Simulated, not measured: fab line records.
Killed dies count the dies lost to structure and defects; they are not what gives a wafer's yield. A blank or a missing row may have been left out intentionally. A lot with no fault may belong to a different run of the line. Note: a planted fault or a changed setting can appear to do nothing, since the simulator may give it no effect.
Which of the tools did it? | flow gf180mcu | 14 lots, 42 wafers sampled, at 1 step of a route of 602

WHAT THE GAUGES READ, wafer by wafer
GF_V1_RS_MEAS_24: measures by four-point-probe. Usual: V1_W_RS 0.326 ohm/sq, standard deviation 0.0056.
lot  | measured     | on            | V1_W_RS (ohm/sq)  | flag
L399 | day 18 14:49 | film metro-04 | 0.322 0.326 0.322 |
L401 | day 19 08:20 | film metro-04 | 0.321 0.330 0.329 |
L402 | day 19 20:38 | film metro-04 | 0.330 0.321 0.332 |
L403 | day 20 07:04 | film metro-03 | 0.324 0.335 0.323 |
L411 | day 23 02:15 | film metro-03 | 0.323 0.331 0.322 |
L412 | day 23 20:43 | film metro-04 | 0.318 0.320 0.326 |
L413 | day 24 01:52 | film metro-04 | 0.327 0.329 0.323 |
L414 | day 24 04:04 | film metro-02 | 0.328 0.322 0.329 |
L416 | day 24 21:20 | film metro-04 | 0.336 0.323 0.332 |
L418 | day 25 09:11 | film metro-03 | 0.319 0.324 0.320 |
L417 | day 25 10:12 | film metro-02 | 0.325 0.332 0.325 |
L419 | day 25 21:47 | film metro-04 | 0.324 0.331 0.336 |
L420 | day 25 23:14 | film metro-02 | 0.330 0.342 0.330 |
L421 | day 26 02:22 | film metro-03 | 0.325 0.329 0.332 |

WHAT TOOL EACH LOT RAN ON (gives the tool, then ch and the chambers of the sampled wafers, and finally the start)
No process step before these readings appears in the record.

WHAT THE TOOLS THEMSELVES READ (means of the sampled wafers that have a number; where no wafer has one, the mark that the record gives instead)
The record holds no such reading with a usual standard deviation.

THE ANSWER, worked out from the rows above alone
Rule: a lot counts as off when the mean over its wafers that have a number is more than 3 standard deviations away from the usual mean. A lot without any number at a reading at which 4 lots or more have one is off too. All remaining lots with rows at the step are treated as sound. The gauges are gone through in route order, then the tools' own readings, and for those a lot's mean is taken as printed above. At the first step where some lot is off, the reading lying furthest off is the one used; lots without a number count as furthest.
No lot is off on any of the readings shown, so nothing can be concluded from this.

WHAT WAS PUT IN BY THE SIMULATOR
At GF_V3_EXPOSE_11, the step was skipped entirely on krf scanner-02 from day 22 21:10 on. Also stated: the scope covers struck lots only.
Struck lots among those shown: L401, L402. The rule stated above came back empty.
